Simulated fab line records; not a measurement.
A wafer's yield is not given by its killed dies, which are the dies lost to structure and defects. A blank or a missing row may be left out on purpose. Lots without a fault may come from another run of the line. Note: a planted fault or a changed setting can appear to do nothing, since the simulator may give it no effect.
Which of the tools did it?    flow sky130    Sampling: 11 lots, 33 wafers, 6 of 708 route steps

WHAT EACH GAUGE READ, for each wafer
SKY_VT_ADJUST_HVTP_OVL_MEAS_08.
lot   measured      on          VT_ADJUST_HVTP_OVL (nm)
L930  day 6 09:36   overlay-01  0.5 0.4 0.4
L931  day 6 10:35   overlay-02  -0.8 -0.8 0.4
L936  day 7 15:17   overlay-01  -1.2 -1.5 -3.4
L938  day 8 04:23   overlay-01  -0.3 -0.8 -1.5
L939  day 8 08:50   overlay-02  0.7 2.2 2.2
L946  day 10 09:50  overlay-01  -0.4 -0.4 -0.7
L947  day 10 11:03  overlay-02  1.3 2.1 0.7
L948  day 10 20:32  overlay-02  -1.5 0.7 -1.5
L949  day 10 23:38  overlay-01  -1.1 -0.8 -0.2
L950  day 11 03:39  overlay-02  0.6 0.5 0.1
L953  day 12 18:35  overlay-01  0.1 1.0 1.0

SKY_VT_ADJUST_HVTR_CD_MEAS_07: the cd target is 380 nm.
lot   measured      on         cd nm (nm)
L930  day 9 16:07   cd sem-02  383.1 382.6 382.0
L931  day 9 17:26   cd sem-02  380.1 383.1 381.8
L936  day 11 02:01  cd sem-02  381.3 381.9 384.2
L938  day 11 15:38  cd sem-01  - - -
L939  day 11 21:09  cd sem-01  379.4 379.6 381.7
L946  day 14 06:37  cd sem-02  377.5 378.1 380.0
L947  day 14 10:02  cd sem-02  381.5 381.3 381.1
L948  day 14 18:46  cd sem-01  377.6 379.2 379.6
L949  day 15 01:07  cd sem-01  378.8 375.1 377.7
L950  day 15 06:04  cd sem-01  379.5 379.5 380.3
L953  day 17 03:48  cd sem-02  377.5 378.9 379.8

SKY_VT_ADJUST_HVTR_TW_MEAS_11.
lot   measured      on             VT_ADJUST_HVTR_TW
L930  day 9 16:31   film metro-04  213.5 211.2 212.8
L931  day 9 17:50   film metro-01  211.0 210.2 211.1
L936  day 11 02:25  film metro-02  214.0 213.4 214.1
L938  day 11 16:01  film metro-02  30.2 30.0 30.2 30.2 30.3 30.2
L939  day 11 21:32  film metro-04  211.9 212.2 211.8
L946  day 14 07:00  film metro-02  213.2 213.5 213.0
L947  day 14 10:25  film metro-02  213.2 214.1 214.8
L948  day 14 19:10  film metro-01  210.0 210.4 210.7
L949  day 15 01:31  film metro-01  208.2 209.9 210.0
L950  day 15 06:28  film metro-02  214.4 213.5 213.8
L953  day 17 04:37  film metro-02  213.0 213.5 213.7

WHAT TOOL EACH LOT RAN ON (gives the tool, then ch and the chambers of the sampled wafers, and finally the start)
lot   SKY_NWELL_RTA_28                  SKY_VT_ADJUST_HVTR_EXPOSE_04         SKY_VT_ADJUST_HVTR_STRIP_10
L930  rtp anneal-01 ch 0, day 5 14:25   iline stepper-01 ch 0, day 9 05:49   plasma asher-01 ch 0,1, day 9 16:25
L931  rtp anneal-02 ch 0, day 5 16:22   iline stepper-02 ch 0, day 9 07:32   plasma asher-02 ch 0,1, day 9 17:44
L936  rtp anneal-01 ch 0, day 6 19:37   iline stepper-02 ch 0, day 10 15:04  plasma asher-01 ch 0,1, day 11 02:19
L938  rtp anneal-02 ch 0, day 7 08:22   iline stepper-01 ch 0, day 11 05:10  plasma asher-01 ch 0,1, day 11 15:55
L939  rtp anneal-01 ch 0, day 7 13:35   iline stepper-02 ch 0, day 11 10:10  plasma asher-03 ch 0,1, day 11 21:26
L946  rtp anneal-02 ch 0, day 9 12:26   iline stepper-01 ch 0, day 13 17:31  plasma asher-03 ch 0,1, day 14 06:54
L947  rtp anneal-02 ch 0, day 9 13:43   iline stepper-02 ch 0, day 13 21:28  plasma asher-01 ch 0,1, day 14 10:19
L948  rtp anneal-01 ch 0, day 9 23:02   iline stepper-01 ch 0, day 14 07:00  plasma asher-01 ch 0,1, day 14 19:04
L949  rtp anneal-01 ch 0, day 10 01:43  iline stepper-01 ch 0, day 14 11:37  plasma asher-02 ch 0,1, day 15 01:25
L950  rtp anneal-01 ch 0, day 10 06:00  iline stepper-01 ch 0, day 14 16:59  plasma asher-03 ch 0,1, day 15 06:22
L953  rtp anneal-02 ch 0, day 11 19:56  iline stepper-01 ch 0, day 16 14:13  plasma asher-02 ch 0,1, day 17 04:32
- SKY_NWELL_RTA_28: time 30 s.
- SKY_VT_ADJUST_HVTR_EXPOSE_04: exposes mask HVTRM, target cd 380 nm.
- SKY_VT_ADJUST_HVTR_STRIP_10: strips in O2/N2.

WHAT THE TOOLS THEMSELVES READ (means of the sampled wafers that have a number; where no wafer has one, the mark that the record gives instead)
SKY_NWELL_RTA_28.
lot   tool           lamp power pct (%)  wafer_temp_C_max
L930  rtp anneal-01  25.32               1055.7
L931  rtp anneal-02  25.33               1055.2
L936  rtp anneal-01  25.31               1054.2
L938  rtp anneal-02  25.33               1054.4
L939  rtp anneal-01  25.31               1054.6
L946  rtp anneal-02  25.26               1055.3
L947  rtp anneal-02  25.30               1055.8
L948  rtp anneal-01  25.32               1054.6
L949  rtp anneal-01  25.31               1054.5
L950  rtp anneal-01  25.30               1054.7
L953  rtp anneal-02  25.31               1054.9

SKY_VT_ADJUST_HVTR_STRIP_10.
lot   tool             drypump motor current A (A)  oes product au (a.u.)  strip time to endpoint s (s)
L930  plasma asher-01  5.9                          0.717                  14.17
L931  plasma asher-02  5.7                          0.714                  14.16
L936  plasma asher-01  5.9                          0.713                  14.17
L938  plasma asher-01  5.8                          0.712                  14.25
L939  plasma asher-03  4.9                          0.717                  14.21
L946  plasma asher-03  4.9                          0.716                  14.16
L947  plasma asher-01  5.9                          0.719                  14.20
L948  plasma asher-01  5.9                          0.714                  14.18
L949  plasma asher-02  5.9                          0.717                  14.18
L950  plasma asher-03  4.9                          0.714                  14.15
L953  plasma asher-02  5.9                          0.716                  14.15

THE ANSWER, worked out from the rows above alone
Rule: the usual values come from the lots themselves. Put in order of their means at a reading, lots are off if they are a third of the lots or fewer, leave a main group of 4 or more, and stand apart from it by a gap of 3 or more times the standard deviation of the main group's means; of several such gaps the widest counts. Not used: any main group whose means are identical at the precision the tables above print for the reading. A lot without any number at a reading at which 4 lots or more have one is off too. Any other lot the step has rows for is counted as sound. After the gauges, taken in route order, come the tools' own readings; for these a lot's mean is taken, as printed above. At the first step where some lot is off, the reading lying furthest off is the one used; lots without a number count as furthest.
Off: L938 (SKY_VT_ADJUST_HVTR_CD_MEAS_07, cd nm). Without a number there: L938. The main group has a mean of 380.1 nm with a standard deviation of 1.7.
A tool fits if, at a process step before that reading, it ran every lot that is off, and no sound lot after the first of them. The gauges at SKY_VT_ADJUST_HVTR_CD_MEAS_07 aren't tried: what is off there is off at SKY_VT_ADJUST_HVTR_TW_MEAS_11 too, on other tools, and a gauge's error can't cause that. Not one of the candidates tried fits.

WHAT THE SIMULATOR PUT IN
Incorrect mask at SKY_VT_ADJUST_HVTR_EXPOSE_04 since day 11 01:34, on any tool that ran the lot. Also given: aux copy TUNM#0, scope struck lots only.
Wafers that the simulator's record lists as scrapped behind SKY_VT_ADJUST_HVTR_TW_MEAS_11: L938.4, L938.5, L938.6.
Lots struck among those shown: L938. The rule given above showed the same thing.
